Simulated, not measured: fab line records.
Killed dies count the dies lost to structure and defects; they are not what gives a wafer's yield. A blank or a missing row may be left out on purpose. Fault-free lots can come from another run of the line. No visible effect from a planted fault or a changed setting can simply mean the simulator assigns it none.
What tool caused it? || flow gf180mcu || Sampling: 12 lots, 35 wafers, 4 of 602 route steps

## WHAT THE GAUGES READ, wafer by wafer
GF_SALICIDE_THK_MEAS_05: measures by xrf. Usual: SALICIDE_TIN_THK 19.91 nm, standard deviation 0.28.
{"lot": "L405", "measured": "day 15 01:27", "on": "filmMetro-01", "SALICIDE_TIN_THK (nm)": "19.69 19.79 19.71", "flag": ""}
{"lot": "L406", "measured": "day 15 07:35", "on": "filmMetro-01", "SALICIDE_TIN_THK (nm)": "20.38 20.73 20.02", "flag": ""}
{"lot": "L411", "measured": "day 16 20:32", "on": "filmMetro-01", "SALICIDE_TIN_THK (nm)": "17.29 19.87", "flag": "OFF"}
{"lot": "L413", "measured": "day 17 13:38", "on": "filmMetro-01", "SALICIDE_TIN_THK (nm)": "19.59 17.62 19.76", "flag": "OFF"}
{"lot": "L417", "measured": "day 19 10:50", "on": "filmMetro-04", "SALICIDE_TIN_THK (nm)": "19.22 19.79 19.29", "flag": ""}
{"lot": "L421", "measured": "day 21 10:08", "on": "filmMetro-01", "SALICIDE_TIN_THK (nm)": "20.01 20.07 20.08", "flag": ""}
{"lot": "L422", "measured": "day 22 06:03", "on": "filmMetro-01", "SALICIDE_TIN_THK (nm)": "19.96 19.46 20.07", "flag": ""}
{"lot": "L423", "measured": "day 22 06:53", "on": "filmMetro-04", "SALICIDE_TIN_THK (nm)": "20.20 20.11 20.09", "flag": ""}
{"lot": "L424", "measured": "day 22 21:45", "on": "filmMetro-01", "SALICIDE_TIN_THK (nm)": "19.65 19.94 19.87", "flag": ""}
{"lot": "L425", "measured": "day 23 04:42", "on": "filmMetro-03", "SALICIDE_TIN_THK (nm)": "20.07 19.98 19.86", "flag": ""}
{"lot": "L428", "measured": "day 23 15:24", "on": "filmMetro-03", "SALICIDE_TIN_THK (nm)": "20.07 20.21 19.96", "flag": ""}
{"lot": "L427", "measured": "day 23 14:12", "on": "filmMetro-04", "SALICIDE_TIN_THK (nm)": "19.71 19.40 19.39", "flag": ""}

## TOOL THAT RAN EACH LOT (tool first, then ch and the chambers of the sampled wafers, then the start)
{"lot": "L405", "GF_VT_IMPLANT_STRIP_20": "plasmaAsher-03 ch 0,1, day 6 05:34", "GF_HV_LDD_STRIP_22": "plasmaAsher-03 ch 0,1, day 10 16:23", "GF_SALICIDE_SPUTTER_03": "pvdSputter-04, day 15 01:17"}
{"lot": "L406", "GF_VT_IMPLANT_STRIP_20": "plasmaAsher-02 ch 0,1, day 6 11:04", "GF_HV_LDD_STRIP_22": "plasmaAsher-03 ch 0,1, day 10 22:59", "GF_SALICIDE_SPUTTER_03": "pvdSputter-01, day 15 07:26"}
{"lot": "L411", "GF_VT_IMPLANT_STRIP_20": "plasmaAsher-03 ch 1, day 7 15:10", "GF_HV_LDD_STRIP_22": "plasmaAsher-02 ch 0, day 12 08:43", "GF_SALICIDE_SPUTTER_03": "pvdSputter-01, day 16 20:22"}
{"lot": "L413", "GF_VT_IMPLANT_STRIP_20": "plasmaAsher-01 ch 0,1, day 8 03:19", "GF_HV_LDD_STRIP_22": "plasmaAsher-04 ch 0,1, day 12 22:53", "GF_SALICIDE_SPUTTER_03": "pvdSputter-01, day 17 13:29"}
{"lot": "L417", "GF_VT_IMPLANT_STRIP_20": "plasmaAsher-02 ch 0,1, day 9 05:09", "GF_HV_LDD_STRIP_22": "plasmaAsher-02 ch 0,1, day 14 14:35", "GF_SALICIDE_SPUTTER_03": "pvdSputter-03, day 19 10:42"}
{"lot": "L421", "GF_VT_IMPLANT_STRIP_20": "plasmaAsher-02 ch 0,1, day 10 20:07", "GF_HV_LDD_STRIP_22": "plasmaAsher-04 ch 0,1, day 16 07:23", "GF_SALICIDE_SPUTTER_03": "pvdSputter-04, day 21 09:59"}
{"lot": "L422", "GF_VT_IMPLANT_STRIP_20": "plasmaAsher-02 ch 0,1, day 11 09:31", "GF_HV_LDD_STRIP_22": "plasmaAsher-04 ch 0,1, day 17 04:10", "GF_SALICIDE_SPUTTER_03": "pvdSputter-01, day 22 05:54"}
{"lot": "L423", "GF_VT_IMPLANT_STRIP_20": "plasmaAsher-01 ch 0,1, day 11 11:46", "GF_HV_LDD_STRIP_22": "plasmaAsher-02 ch 0,1, day 17 04:14", "GF_SALICIDE_SPUTTER_03": "pvdSputter-04, day 22 06:44"}
{"lot": "L424", "GF_VT_IMPLANT_STRIP_20": "plasmaAsher-03 ch 0,1, day 12 01:13", "GF_HV_LDD_STRIP_22": "plasmaAsher-04 ch 0,1, day 17 18:43", "GF_SALICIDE_SPUTTER_03": "pvdSputter-04, day 22 21:35"}
{"lot": "L425", "GF_VT_IMPLANT_STRIP_20": "plasmaAsher-01 ch 0,1, day 12 01:31", "GF_HV_LDD_STRIP_22": "plasmaAsher-03 ch 0,1, day 18 02:53", "GF_SALICIDE_SPUTTER_03": "pvdSputter-04, day 23 04:32"}
{"lot": "L428", "GF_VT_IMPLANT_STRIP_20": "plasmaAsher-01 ch 0,1, day 12 12:10", "GF_HV_LDD_STRIP_22": "plasmaAsher-04 ch 1, day 18 13:14", "GF_SALICIDE_SPUTTER_03": "pvdSputter-04, day 23 15:15"}
{"lot": "L427", "GF_VT_IMPLANT_STRIP_20": "plasmaAsher-03 ch 0,1, day 12 12:28", "GF_HV_LDD_STRIP_22": "plasmaAsher-04 ch 0,1, day 18 11:59", "GF_SALICIDE_SPUTTER_03": "pvdSputter-01, day 23 14:04"}
- GF_VT_IMPLANT_STRIP_20: strips in O2/N2.
- GF_HV_LDD_STRIP_22: strips in O2/N2.
- GF_SALICIDE_SPUTTER_03: material TiN, target thk 20 nm, time 16.7 s.

## AS READ BY THE TOOLS THEMSELVES (means over the sampled wafers that have a number; for cases with no such wafer, the mark the record gives instead)
GF_VT_IMPLANT_STRIP_20. Usual: chamberPressureMTorr 1500.1 mTorr, standard deviation 1.3; drypumpMotorCurrentA 5.9 A, standard deviation 0.51; heaterPowerW 341 W, standard deviation 21; oesProductAu 0.716 a.u., standard deviation 0.0046; stripTimeToEndpointS 12.63 s, standard deviation 0.032.
{"lot": "L405", "tool": "plasmaAsher-03", "chamberPressureMTorr (mTorr)": 1500.7, "drypumpMotorCurrentA (A)": 5.4, "heaterPowerW (W)": 352, "oesProductAu (a.u.)": 0.714, "stripTimeToEndpointS (s)": 12.64, "flag": ""}
{"lot": "L406", "tool": "plasmaAsher-02", "chamberPressureMTorr (mTorr)": 1500.6, "drypumpMotorCurrentA (A)": 5.4, "heaterPowerW (W)": 327, "oesProductAu (a.u.)": 0.719, "stripTimeToEndpointS (s)": 12.65, "flag": ""}
{"lot": "L411", "tool": "plasmaAsher-03", "chamberPressureMTorr (mTorr)": 1498.7, "drypumpMotorCurrentA (A)": 5.3, "heaterPowerW (W)": 316, "oesProductAu (a.u.)": 0.713, "stripTimeToEndpointS (s)": 12.66, "flag": ""}
{"lot": "L413", "tool": "plasmaAsher-01", "chamberPressureMTorr (mTorr)": 1499.8, "drypumpMotorCurrentA (A)": 6.4, "heaterPowerW (W)": 357, "oesProductAu (a.u.)": 0.721, "stripTimeToEndpointS (s)": 12.60, "flag": ""}
{"lot": "L417", "tool": "plasmaAsher-02", "chamberPressureMTorr (mTorr)": 1500.3, "drypumpMotorCurrentA (A)": 5.4, "heaterPowerW (W)": 328, "oesProductAu (a.u.)": 0.711, "stripTimeToEndpointS (s)": 12.61, "flag": ""}
{"lot": "L421", "tool": "plasmaAsher-02", "chamberPressureMTorr (mTorr)": 1500.4, "drypumpMotorCurrentA (A)": 5.7, "heaterPowerW (W)": 323, "oesProductAu (a.u.)": 0.717, "stripTimeToEndpointS (s)": 12.67, "flag": ""}
{"lot": "L422", "tool": "plasmaAsher-02", "chamberPressureMTorr (mTorr)": 1500.3, "drypumpMotorCurrentA (A)": 5.4, "heaterPowerW (W)": 329, "oesProductAu (a.u.)": 0.716, "stripTimeToEndpointS (s)": 12.62, "flag": ""}
{"lot": "L423", "tool": "plasmaAsher-01", "chamberPressureMTorr (mTorr)": 1500.3, "drypumpMotorCurrentA (A)": 6.4, "heaterPowerW (W)": 358, "oesProductAu (a.u.)": 0.718, "stripTimeToEndpointS (s)": 12.60, "flag": ""}
{"lot": "L424", "tool": "plasmaAsher-03", "chamberPressureMTorr (mTorr)": 1499.9, "drypumpMotorCurrentA (A)": 5.3, "heaterPowerW (W)": 330, "oesProductAu (a.u.)": 0.719, "stripTimeToEndpointS (s)": 12.65, "flag": ""}
{"lot": "L425", "tool": "plasmaAsher-01", "chamberPressureMTorr (mTorr)": 1500.4, "drypumpMotorCurrentA (A)": 6.4, "heaterPowerW (W)": 362, "oesProductAu (a.u.)": 0.717, "stripTimeToEndpointS (s)": 12.61, "flag": ""}
{"lot": "L428", "tool": "plasmaAsher-01", "chamberPressureMTorr (mTorr)": 1500.1, "drypumpMotorCurrentA (A)": 6.4, "heaterPowerW (W)": 349, "oesProductAu (a.u.)": 0.720, "stripTimeToEndpointS (s)": 12.60, "flag": ""}
{"lot": "L427", "tool": "plasmaAsher-03", "chamberPressureMTorr (mTorr)": 1500.0, "drypumpMotorCurrentA (A)": 5.4, "heaterPowerW (W)": 334, "oesProductAu (a.u.)": 0.715, "stripTimeToEndpointS (s)": 12.59, "flag": ""}

GF_HV_LDD_STRIP_22. Usual: chamberPressureMTorr 1500.1 mTorr, standard deviation 1.3; drypumpMotorCurrentA 5.5 A, standard deviation 0.48; heaterPowerW 344 W, standard deviation 32; oesProductAu 0.716 a.u., standard deviation 0.0043; stripTimeToEndpointS 12.62 s, standard deviation 0.033.
{"lot": "L405", "tool": "plasmaAsher-03", "chamberPressureMTorr (mTorr)": 1499.8, "drypumpMotorCurrentA (A)": 5.5, "heaterPowerW (W)": 345, "oesProductAu (a.u.)": 0.716, "stripTimeToEndpointS (s)": 12.71, "flag": ""}
{"lot": "L406", "tool": "plasmaAsher-03", "chamberPressureMTorr (mTorr)": 1499.7, "drypumpMotorCurrentA (A)": 5.3, "heaterPowerW (W)": 334, "oesProductAu (a.u.)": 0.713, "stripTimeToEndpointS (s)": 12.63, "flag": ""}
{"lot": "L411", "tool": "plasmaAsher-02", "chamberPressureMTorr (mTorr)": 1501.2, "drypumpMotorCurrentA (A)": 5.2, "heaterPowerW (W)": 334, "oesProductAu (a.u.)": 0.711, "stripTimeToEndpointS (s)": 12.61, "flag": ""}
{"lot": "L413", "tool": "plasmaAsher-04", "chamberPressureMTorr (mTorr)": 1499.8, "drypumpMotorCurrentA (A)": 5.8, "heaterPowerW (W)": 354, "oesProductAu (a.u.)": 0.715, "stripTimeToEndpointS (s)": 12.61, "flag": ""}
{"lot": "L417", "tool": "plasmaAsher-02", "chamberPressureMTorr (mTorr)": 1499.6, "drypumpMotorCurrentA (A)": 5.4, "heaterPowerW (W)": 328, "oesProductAu (a.u.)": 0.719, "stripTimeToEndpointS (s)": 12.65, "flag": ""}
{"lot": "L421", "tool": "plasmaAsher-04", "chamberPressureMTorr (mTorr)": 1500.2, "drypumpMotorCurrentA (A)": 5.3, "heaterPowerW (W)": 379, "oesProductAu (a.u.)": 0.713, "stripTimeToEndpointS (s)": 12.61, "flag": ""}
{"lot": "L422", "tool": "plasmaAsher-04", "chamberPressureMTorr (mTorr)": 1500.3, "drypumpMotorCurrentA (A)": 5.8, "heaterPowerW (W)": 359, "oesProductAu (a.u.)": 0.716, "stripTimeToEndpointS (s)": 12.58, "flag": ""}
{"lot": "L423", "tool": "plasmaAsher-02", "chamberPressureMTorr (mTorr)": 1501.0, "drypumpMotorCurrentA (A)": 5.4, "heaterPowerW (W)": 328, "oesProductAu (a.u.)": 0.719, "stripTimeToEndpointS (s)": 12.60, "flag": ""}
{"lot": "L424", "tool": "plasmaAsher-04", "chamberPressureMTorr (mTorr)": 1500.1, "drypumpMotorCurrentA (A)": 5.3, "heaterPowerW (W)": 383, "oesProductAu (a.u.)": 0.719, "stripTimeToEndpointS (s)": 12.62, "flag": ""}
{"lot": "L425", "tool": "plasmaAsher-03", "chamberPressureMTorr (mTorr)": 1500.0, "drypumpMotorCurrentA (A)": 5.4, "heaterPowerW (W)": 329, "oesProductAu (a.u.)": 0.719, "stripTimeToEndpointS (s)": 12.61, "flag": ""}
{"lot": "L428", "tool": "plasmaAsher-04", "chamberPressureMTorr (mTorr)": 1499.6, "drypumpMotorCurrentA (A)": 4.8, "heaterPowerW (W)": 402, "oesProductAu (a.u.)": 0.715, "stripTimeToEndpointS (s)": 12.62, "flag": ""}
{"lot": "L427", "tool": "plasmaAsher-04", "chamberPressureMTorr (mTorr)": 1501.7, "drypumpMotorCurrentA (A)": 5.3, "heaterPowerW (W)": 374, "oesProductAu (a.u.)": 0.716, "stripTimeToEndpointS (s)": 12.61, "flag": ""}

GF_SALICIDE_SPUTTER_03. Usual: 29.8 % for throttleValvePct, sd 1.3.
{"lot": "L405", "tool": "pvdSputter-04", "throttleValvePct (%)": 30.4, "flag": ""}
{"lot": "L406", "tool": "pvdSputter-01", "throttleValvePct (%)": 29.5, "flag": ""}
{"lot": "L411", "tool": "pvdSputter-01", "throttleValvePct (%)": 29.8, "flag": ""}
{"lot": "L413", "tool": "pvdSputter-01", "throttleValvePct (%)": 29.3, "flag": ""}
{"lot": "L417", "tool": "pvdSputter-03", "throttleValvePct (%)": 30.0, "flag": ""}
{"lot": "L421", "tool": "pvdSputter-04", "throttleValvePct (%)": 29.7, "flag": ""}
{"lot": "L422", "tool": "pvdSputter-01", "throttleValvePct (%)": 29.3, "flag": ""}
{"lot": "L423", "tool": "pvdSputter-04", "throttleValvePct (%)": 30.8, "flag": ""}
{"lot": "L424", "tool": "pvdSputter-04", "throttleValvePct (%)": 30.5, "flag": ""}
{"lot": "L425", "tool": "pvdSputter-04", "throttleValvePct (%)": 29.9, "flag": ""}
{"lot": "L428", "tool": "pvdSputter-04", "throttleValvePct (%)": 30.8, "flag": ""}
{"lot": "L427", "tool": "pvdSputter-01", "throttleValvePct (%)": 30.0, "flag": ""}

## THE ANSWER, worked out from the rows above alone
Rule: a lot counts as off when the mean over its wafers that have a number is more than 3 standard deviations away from the usual mean. A lot without any number at a reading at which 4 lots or more have one is off too. All remaining lots with rows at the step are treated as sound. After the gauges, taken in route order, come the tools' own readings; for these a lot's mean is taken, as printed above. The first step at which some lot is off is used, and at that step the reading that is off furthest; a lot without a number counts as furthest.
Off: L411, L413, seen at GF_SALICIDE_THK_MEAS_05 (SALICIDE_TIN_THK).
A tool fits if, at a process step before that reading, it ran every lot that is off, and no sound lot after the first of them. Those tools and the gauges at GF_SALICIDE_THK_MEAS_05 are tried in the same way. Not one of the candidates tried fits.

## WHAT THE SIMULATOR HAD INSERTED
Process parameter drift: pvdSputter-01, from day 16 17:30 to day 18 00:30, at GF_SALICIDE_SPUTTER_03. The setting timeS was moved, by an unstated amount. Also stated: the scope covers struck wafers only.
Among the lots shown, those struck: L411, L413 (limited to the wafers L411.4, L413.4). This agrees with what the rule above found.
